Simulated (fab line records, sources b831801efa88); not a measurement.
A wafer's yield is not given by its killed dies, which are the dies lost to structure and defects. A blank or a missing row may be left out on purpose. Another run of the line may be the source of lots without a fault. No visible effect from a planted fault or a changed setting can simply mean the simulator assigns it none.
Which tool is to blame? / flow sky130 / 24 lots with 72 wafers sampled at 6 steps, on a route of 708 steps

WHAT THE GAUGES READ, wafer by wafer
SKY_METAL1_RS_MEAS_05: uses a four-point probe to measure.
lot=L074; measured=day 31 11:32; on=film metro-03; METAL1_ALCU_RS (ohm/sq)=0.1220 0.1249 0.1236
lot=L075; measured=day 31 17:31; on=film metro-04; METAL1_ALCU_RS (ohm/sq)=0.1275 0.1276 0.1292
lot=L076; measured=day 32 04:28; on=film metro-03; METAL1_ALCU_RS (ohm/sq)=0.1302 0.1254 0.1298
lot=L077; measured=day 32 17:11; on=film metro-04; METAL1_ALCU_RS (ohm/sq)=0.1276 0.1250 0.1283
lot=L078; measured=day 32 19:05; on=film metro-02; METAL1_ALCU_RS (ohm/sq)=0.1286 0.1284 0.1280
lot=L079; measured=day 33 08:43; on=film metro-04; METAL1_ALCU_RS (ohm/sq)=0.1285 0.1254 0.1245
lot=L080; measured=day 33 20:05; on=film metro-03; METAL1_ALCU_RS (ohm/sq)=0.1279 0.1262 0.1245
lot=L081; measured=day 34 00:20; on=film metro-02; METAL1_ALCU_RS (ohm/sq)=0.1263 0.1261 0.1262
lot=L082; measured=day 34 06:16; on=film metro-03; METAL1_ALCU_RS (ohm/sq)=0.1293 0.1284 0.1277
lot=L083; measured=day 34 17:40; on=film metro-04; METAL1_ALCU_RS (ohm/sq)=0.1263 0.1269 0.1264
lot=L084; measured=day 34 23:03; on=film metro-02; METAL1_ALCU_RS (ohm/sq)=0.1263 0.1249 0.1249
lot=L085; measured=day 35 03:19; on=film metro-03; METAL1_ALCU_RS (ohm/sq)=0.1237 0.1246 0.1242
lot=L086; measured=day 35 12:41; on=film metro-04; METAL1_ALCU_RS (ohm/sq)=0.1257 0.1275 0.1259
lot=L087; measured=day 35 22:55; on=film metro-02; METAL1_ALCU_RS (ohm/sq)=0.1248 0.1249 0.1259
lot=L088; measured=day 36 10:43; on=film metro-04; METAL1_ALCU_RS (ohm/sq)=0.1289 0.1260 0.1284
lot=L089; measured=day 36 20:21; on=film metro-04; METAL1_ALCU_RS (ohm/sq)=0.1246 0.1243 0.1243
lot=L090; measured=day 37 05:35; on=film metro-02; METAL1_ALCU_RS (ohm/sq)=0.1264 0.1252 0.1262
lot=L091; measured=day 37 18:21; on=film metro-02; METAL1_ALCU_RS (ohm/sq)=0.1258 0.1256 0.1257
lot=L092; measured=day 37 20:26; on=film metro-02; METAL1_ALCU_RS (ohm/sq)=0.1281 0.1269 0.1231
lot=L093; measured=day 38 01:34; on=film metro-03; METAL1_ALCU_RS (ohm/sq)=0.1245 0.1254 0.1263
lot=L094; measured=day 38 04:46; on=film metro-04; METAL1_ALCU_RS (ohm/sq)=0.1251 0.1281 0.1279
lot=L095; measured=day 38 10:58; on=film metro-04; METAL1_ALCU_RS (ohm/sq)=0.1249 0.1301 0.1250
lot=L097; measured=day 38 19:03; on=film metro-03; METAL1_ALCU_RS (ohm/sq)=0.1249 0.1276 0.1287
lot=L096; measured=day 38 22:07; on=film metro-04; METAL1_ALCU_RS (ohm/sq)=0.1281 0.1277 0.1279

SKY_METAL1_OVL_MEAS_16.
lot=L074; measured=day 32 14:41; on=overlay-02; METAL1_OVL (nm)=1 4 7
lot=L075; measured=day 32 20:49; on=overlay-02; METAL1_OVL (nm)=-1 1 -5
lot=L076; measured=day 33 07:30; on=overlay-02; METAL1_OVL (nm)=3 -1 2
lot=L077; measured=day 33 20:03; on=overlay-01; METAL1_OVL (nm)=6 3 3
lot=L078; measured=day 33 21:49; on=overlay-02; METAL1_OVL (nm)=6 4 7
lot=L079; measured=day 34 11:18; on=overlay-02; METAL1_OVL (nm)=-8 -4 -4
lot=L080; measured=day 34 22:40; on=overlay-01; METAL1_OVL (nm)=6 7 4
lot=L081; measured=day 35 02:06; on=overlay-02; METAL1_OVL (nm)=-9 -9 -6
lot=L082; measured=day 35 08:44; on=overlay-01; METAL1_OVL (nm)=8 8 0
lot=L083; measured=day 35 20:26; on=overlay-02; METAL1_OVL (nm)=-6 -3 -8
lot=L084; measured=day 36 01:17; on=overlay-01; METAL1_OVL (nm)=0 -3 -2
lot=L085; measured=day 36 05:39; on=overlay-02; METAL1_OVL (nm)=1 -6 0
lot=L086; measured=day 36 14:54; on=overlay-01; METAL1_OVL (nm)=-8 -6 -8
lot=L087; measured=day 37 01:04; on=overlay-01; METAL1_OVL (nm)=1 -3 9
lot=L088; measured=day 37 12:41; on=overlay-01; METAL1_OVL (nm)=0 4 4
lot=L089; measured=day 37 22:07; on=overlay-01; METAL1_OVL (nm)=-1 1 4
lot=L090; measured=day 38 07:19; on=overlay-02; METAL1_OVL (nm)=5 7 9
lot=L091; measured=day 38 20:06; on=overlay-01; METAL1_OVL (nm)=0 4 2
lot=L092; measured=day 38 22:22; on=overlay-02; METAL1_OVL (nm)=0 -6 -4
lot=L093; measured=day 39 03:21; on=overlay-01; METAL1_OVL (nm)=6 6 4
lot=L094; measured=day 39 06:07; on=overlay-02; METAL1_OVL (nm)=-1 -5 0
lot=L095; measured=day 39 12:10; on=overlay-02; METAL1_OVL (nm)=9 7 2
lot=L097; measured=day 39 20:11; on=overlay-02; METAL1_OVL (nm)=-3 6 1
lot=L096; measured=day 39 22:38; on=overlay-01; METAL1_OVL (nm)=8 6 -1

SKY_VIA1_CD_MEAS_12: the cd target is 150 nm.
lot=L074; measured=day 33 18:22; on=cd sem-02; cd nm (nm)=149.2 148.0 147.9
lot=L075; measured=day 34 00:22; on=cd sem-01; cd nm (nm)=149.8 149.2 150.0
lot=L076; measured=day 34 11:16; on=cd sem-02; cd nm (nm)=148.7 150.1 150.7
lot=L077; measured=day 35 00:02; on=cd sem-02; cd nm (nm)=150.5 150.5 151.6
lot=L078; measured=day 35 01:16; on=cd sem-02; cd nm (nm)=148.6 149.5 147.4
lot=L079; measured=day 35 14:40; on=cd sem-01; cd nm (nm)=151.3 151.4 148.6
lot=L080; measured=day 36 02:25; on=cd sem-01; cd nm (nm)=150.3 150.1 151.5
lot=L081; measured=day 36 05:53; on=cd sem-01; cd nm (nm)=149.4 147.9 149.1
lot=L082; measured=day 36 12:45; on=cd sem-01; cd nm (nm)=148.5 148.1 147.2
lot=L083; measured=day 36 23:26; on=cd sem-01; cd nm (nm)=153.9 153.5 151.1
lot=L084; measured=day 37 04:49; on=cd sem-01; cd nm (nm)=148.2 148.8 147.4
lot=L085; measured=day 37 08:05; on=cd sem-01; cd nm (nm)=148.3 147.7 148.8
lot=L086; measured=day 37 18:14; on=cd sem-01; cd nm (nm)=145.5 145.5 145.5
lot=L087; measured=day 38 04:26; on=cd sem-01; cd nm (nm)=148.4 149.4 147.6
lot=L088; measured=day 38 15:47; on=cd sem-01; cd nm (nm)=153.3 152.6 150.9
lot=L089; measured=day 39 00:45; on=cd sem-01; cd nm (nm)=148.4 147.9 149.2
lot=L090; measured=day 39 09:23; on=cd sem-02; cd nm (nm)=151.5 152.6 151.8
lot=L091; measured=day 39 22:53; on=cd sem-01; cd nm (nm)=150.3 150.4 148.8
lot=L092; measured=day 40 00:23; on=cd sem-01; cd nm (nm)=147.9 147.1 149.0
lot=L093; measured=day 40 05:49; on=cd sem-01; cd nm (nm)=154.3 153.1 151.3
lot=L094; measured=day 40 07:59; on=cd sem-01; cd nm (nm)=151.3 149.8 150.3
lot=L095; measured=day 40 13:58; on=cd sem-02; cd nm (nm)=149.7 149.3 152.1
lot=L097; measured=day 40 21:30; on=cd sem-02; cd nm (nm)=148.4 148.6 150.6
lot=L096; measured=day 40 23:53; on=cd sem-01; cd nm (nm)=150.3 149.8 149.3

SKY_VIA3_BOW_MEAS_03.
lot=L074; measured=day 38 10:10; on=film metro-01; VIA3_BOW (um)=73 81 64
lot=L075; measured=day 38 16:45; on=film metro-01; VIA3_BOW (um)=74 79 78
lot=L076; measured=day 39 01:28; on=film metro-01; VIA3_BOW (um)=89 102 92
lot=L077; measured=day 39 13:38; on=film metro-02; VIA3_BOW (um)=98 84 88
lot=L078; measured=day 39 14:35; on=film metro-02; VIA3_BOW (um)=92 80 77
lot=L079; measured=day 40 03:17; on=film metro-03; VIA3_BOW (um)=75 73 77
lot=L080; measured=day 40 14:04; on=film metro-03; VIA3_BOW (um)=76 74 78
lot=L081; measured=day 40 17:20; on=film metro-02; VIA3_BOW (um)=82 83 77
lot=L082; measured=day 41 00:28; on=film metro-03; VIA3_BOW (um)=85 75 89
lot=L083; measured=day 41 09:08; on=film metro-01; VIA3_BOW (um)=75 72 80
lot=L084; measured=day 41 16:03; on=film metro-03; VIA3_BOW (um)=69 89 79
lot=L085; measured=day 41 17:43; on=film metro-01; VIA3_BOW (um)=73 72 65
lot=L086; measured=day 42 03:43; on=film metro-02; VIA3_BOW (um)=72 78 75
lot=L087; measured=day 42 13:23; on=film metro-01; VIA3_BOW (um)=74 79 69
lot=L088; measured=day 43 00:01; on=film metro-02; VIA3_BOW (um)=80 88 82
lot=L089; measured=day 43 08:14; on=film metro-02; VIA3_BOW (um)=71 79 86
lot=L090; measured=day 43 14:58; on=film metro-02; VIA3_BOW (um)=79 71 72
lot=L091; measured=day 44 03:41; on=film metro-02; VIA3_BOW (um)=85 92 76
lot=L092; measured=day 44 05:31; on=film metro-02; VIA3_BOW (um)=79 76 88
lot=L093; measured=day 44 11:03; on=film metro-01; VIA3_BOW (um)=80 75 82
lot=L094; measured=day 44 11:44; on=film metro-01; VIA3_BOW (um)=59 73 61
lot=L095; measured=day 44 17:40; on=film metro-02; VIA3_BOW (um)=70 72 61
lot=L097; measured=day 44 23:59; on=film metro-01; VIA3_BOW (um)=72 80 87
lot=L096; measured=day 45 02:25; on=film metro-03; VIA3_BOW (um)=75 70 67

SKY_METAL5_THK_MEAS_06: measures by xrf.
lot=L074; measured=day 42 16:23; on=film metro-04; METAL5_ALCU_THK (nm)=1160 1140 1145
lot=L075; measured=day 42 22:43; on=film metro-04; METAL5_ALCU_THK (nm)=1179 1163 1168
lot=L076; measured=day 43 08:35; on=film metro-02; METAL5_ALCU_THK (nm)=1127 1137 1122
lot=L077; measured=day 43 16:46; on=film metro-02; METAL5_ALCU_THK (nm)=1133 1138 1134
lot=L078; measured=day 43 18:26; on=film metro-02; METAL5_ALCU_THK (nm)=1155 1140 1170
lot=L079; measured=day 44 06:32; on=film metro-02; METAL5_ALCU_THK (nm)=1150 1150 1192
lot=L080; measured=day 44 16:43; on=film metro-02; METAL5_ALCU_THK (nm)=1137 1150 1150
lot=L081; measured=day 44 18:26; on=film metro-02; METAL5_ALCU_THK (nm)=1175 1157 1178
lot=L082; measured=day 45 01:19; on=film metro-04; METAL5_ALCU_THK (nm)=1141 1170 1133
lot=L083; measured=day 45 09:07; on=film metro-02; METAL5_ALCU_THK (nm)=1150 1151 1144
lot=L084; measured=day 45 15:32; on=film metro-04; METAL5_ALCU_THK (nm)=1160 1136 1155
lot=L085; measured=day 45 17:19; on=film metro-04; METAL5_ALCU_THK (nm)=1163 1154 1163
lot=L086; measured=day 46 01:54; on=film metro-02; METAL5_ALCU_THK (nm)=1128 1145 1131
lot=L087; measured=day 46 10:15; on=film metro-04; METAL5_ALCU_THK (nm)=1127 1156 1130
lot=L088; measured=day 46 20:37; on=film metro-03; METAL5_ALCU_THK (nm)=1152 1171 1147
lot=L089; measured=day 47 01:46; on=film metro-04; METAL5_ALCU_THK (nm)=1172 1156 1161
lot=L090; measured=day 47 10:40; on=film metro-03; METAL5_ALCU_THK (nm)=1151 1157 1154
lot=L091; measured=day 47 21:08; on=film metro-03; METAL5_ALCU_THK (nm)=1164 1152 1148
lot=L092; measured=day 47 22:14; on=film metro-04; METAL5_ALCU_THK (nm)=1142 1161 1151
lot=L093; measured=day 48 02:13; on=film metro-04; METAL5_ALCU_THK (nm)=1180 1168 1154
lot=L094; measured=day 48 03:20; on=film metro-03; METAL5_ALCU_THK (nm)=1131 1149 1149
lot=L095; measured=day 48 09:47; on=film metro-04; METAL5_ALCU_THK (nm)=1176 1142 1177
lot=L097; measured=day 48 14:25; on=film metro-04; METAL5_ALCU_THK (nm)=1177 1143 1183
lot=L096; measured=day 48 15:38; on=film metro-02; METAL5_ALCU_THK (nm)=1166 1152 1166

TOOL THAT RAN EACH LOT (tool first, then ch and the chambers of the sampled wafers, then the start)
lot=L074; SKY_CAP2M_METAL_ETCH_13=rie metal-01 ch 0, day 40 13:17
lot=L075; SKY_CAP2M_METAL_ETCH_13=rie metal-01 ch 0,1, day 40 20:26
lot=L076; SKY_CAP2M_METAL_ETCH_13=rie metal-03 ch 0,1, day 41 05:08
lot=L077; SKY_CAP2M_METAL_ETCH_13=rie metal-04 ch 0,1, day 41 15:35
lot=L078; SKY_CAP2M_METAL_ETCH_13=rie metal-03 ch 0,1, day 41 16:13
lot=L079; SKY_CAP2M_METAL_ETCH_13=rie metal-03 ch 0,1, day 42 04:38
lot=L080; SKY_CAP2M_METAL_ETCH_13=rie metal-03 ch 0,1, day 42 15:23
lot=L081; SKY_CAP2M_METAL_ETCH_13=rie metal-04 ch 0,1, day 42 17:47
lot=L082; SKY_CAP2M_METAL_ETCH_13=rie metal-03 ch 0,1, day 43 01:11
lot=L083; SKY_CAP2M_METAL_ETCH_13=rie metal-03 ch 0,1, day 43 09:37
lot=L084; SKY_CAP2M_METAL_ETCH_13=rie metal-04 ch 0,1, day 43 16:26
lot=L085; SKY_CAP2M_METAL_ETCH_13=rie metal-04 ch 1, day 43 18:13
lot=L086; SKY_CAP2M_METAL_ETCH_13=rie metal-04 ch 0,1, day 44 02:47
lot=L087; SKY_CAP2M_METAL_ETCH_13=rie metal-03 ch 0,1, day 44 12:19
lot=L088; SKY_CAP2M_METAL_ETCH_13=rie metal-01 ch 0,1, day 44 22:47
lot=L089; SKY_CAP2M_METAL_ETCH_13=rie metal-01 ch 0,1, day 45 05:29
lot=L090; SKY_CAP2M_METAL_ETCH_13=rie metal-04 ch 0,1, day 45 13:10
lot=L091; SKY_CAP2M_METAL_ETCH_13=rie metal-01 ch 0,1, day 46 01:05
lot=L092; SKY_CAP2M_METAL_ETCH_13=rie metal-01 ch 0,1, day 46 02:01
lot=L093; SKY_CAP2M_METAL_ETCH_13=rie metal-01 ch 0,1, day 46 06:59
lot=L094; SKY_CAP2M_METAL_ETCH_13=rie metal-03 ch 0, day 46 07:28
lot=L095; SKY_CAP2M_METAL_ETCH_13=rie metal-01 ch 0,1, day 46 14:11
lot=L097; SKY_CAP2M_METAL_ETCH_13=rie metal-04 ch 0,1, day 46 19:29
lot=L096; SKY_CAP2M_METAL_ETCH_13=rie metal-01 ch 0,1, day 46 21:37
- SKY_CAP2M_METAL_ETCH_13: etches TiN in Cl2/BCl3, stops on SiO2, target depth 220 nm, time 62.9 s.

WHAT THE TOOLS THEMSELVES READ (means of the sampled wafers that have a number; where no wafer has one, the mark that the record gives instead)
SKY_CAP2M_METAL_ETCH_13.
lot=L074; tool=rie metal-01; drypump motor current A (A)=6.4; oes product au (a.u.)=0.941; throttle valve pct (%)=21.904
lot=L075; tool=rie metal-01; drypump motor current A (A)=5.6; oes product au (a.u.)=0.935; throttle valve pct (%)=21.903
lot=L076; tool=rie metal-03; drypump motor current A (A)=5.8; oes product au (a.u.)=0.941; throttle valve pct (%)=21.894
lot=L077; tool=rie metal-04; drypump motor current A (A)=5.1; oes product au (a.u.)=0.948; throttle valve pct (%)=21.897
lot=L078; tool=rie metal-03; drypump motor current A (A)=5.8; oes product au (a.u.)=0.950; throttle valve pct (%)=21.895
lot=L079; tool=rie metal-03; drypump motor current A (A)=5.8; oes product au (a.u.)=0.931; throttle valve pct (%)=21.898
lot=L080; tool=rie metal-03; drypump motor current A (A)=5.9; oes product au (a.u.)=0.941; throttle valve pct (%)=21.891
lot=L081; tool=rie metal-04; drypump motor current A (A)=5.3; oes product au (a.u.)=0.955; throttle valve pct (%)=21.898
lot=L082; tool=rie metal-03; drypump motor current A (A)=5.9; oes product au (a.u.)=0.946; throttle valve pct (%)=21.900
lot=L083; tool=rie metal-03; drypump motor current A (A)=5.9; oes product au (a.u.)=0.930; throttle valve pct (%)=21.911
lot=L084; tool=rie metal-04; drypump motor current A (A)=5.1; oes product au (a.u.)=0.941; throttle valve pct (%)=21.898
lot=L085; tool=rie metal-04; drypump motor current A (A)=4.9; oes product au (a.u.)=0.938; throttle valve pct (%)=21.891
lot=L086; tool=rie metal-04; drypump motor current A (A)=5.3; oes product au (a.u.)=0.937; throttle valve pct (%)=21.911
lot=L087; tool=rie metal-03; drypump motor current A (A)=5.8; oes product au (a.u.)=0.946; throttle valve pct (%)=21.902
lot=L088; tool=rie metal-01; drypump motor current A (A)=5.7; oes product au (a.u.)=0.931; throttle valve pct (%)=21.901
lot=L089; tool=rie metal-01; drypump motor current A (A)=6.0; oes product au (a.u.)=0.943; throttle valve pct (%)=21.898
lot=L090; tool=rie metal-04; drypump motor current A (A)=5.3; oes product au (a.u.)=0.934; throttle valve pct (%)=21.908
lot=L091; tool=rie metal-01; drypump motor current A (A)=6.0; oes product au (a.u.)=0.937; throttle valve pct (%)=21.904
lot=L092; tool=rie metal-01; drypump motor current A (A)=5.6; oes product au (a.u.)=0.945; throttle valve pct (%)=21.893
lot=L093; tool=rie metal-01; drypump motor current A (A)=5.7; oes product au (a.u.)=0.945; throttle valve pct (%)=21.896
lot=L094; tool=rie metal-03; drypump motor current A (A)=5.7; oes product au (a.u.)=0.932; throttle valve pct (%)=21.913
lot=L095; tool=rie metal-01; drypump motor current A (A)=6.0; oes product au (a.u.)=0.948; throttle valve pct (%)=21.907
lot=L097; tool=rie metal-04; drypump motor current A (A)=5.1; oes product au (a.u.)=0.938; throttle valve pct (%)=21.905
lot=L096; tool=rie metal-01; drypump motor current A (A)=5.7; oes product au (a.u.)=0.943; throttle valve pct (%)=21.896

THE ANSWER, worked out from the rows above alone
Rule: usual is defined by the lots themselves. Put in order of their means at a reading, lots are off if they are a third of the lots or fewer, leave a main group of 4 or more, and stand apart from it by a gap of 3 or more times the standard deviation of the main group's means; of several such gaps the widest counts. The tables above print the reading to a certain number of digits; a main group whose means all agree to those digits is not used. A lot without any number at a reading at which 4 lots or more have one is off too. All remaining lots with rows at the step are treated as sound. First the gauges in route order, then the tools' own readings, where a lot's mean is used as printed above. The first step at which some lot is off is used, and at that step the reading that is off furthest; a lot without a number counts as furthest.
No lot is off on any of the readings shown, so nothing can be concluded from this.

WHAT THE SIMULATOR HAD INSERTED
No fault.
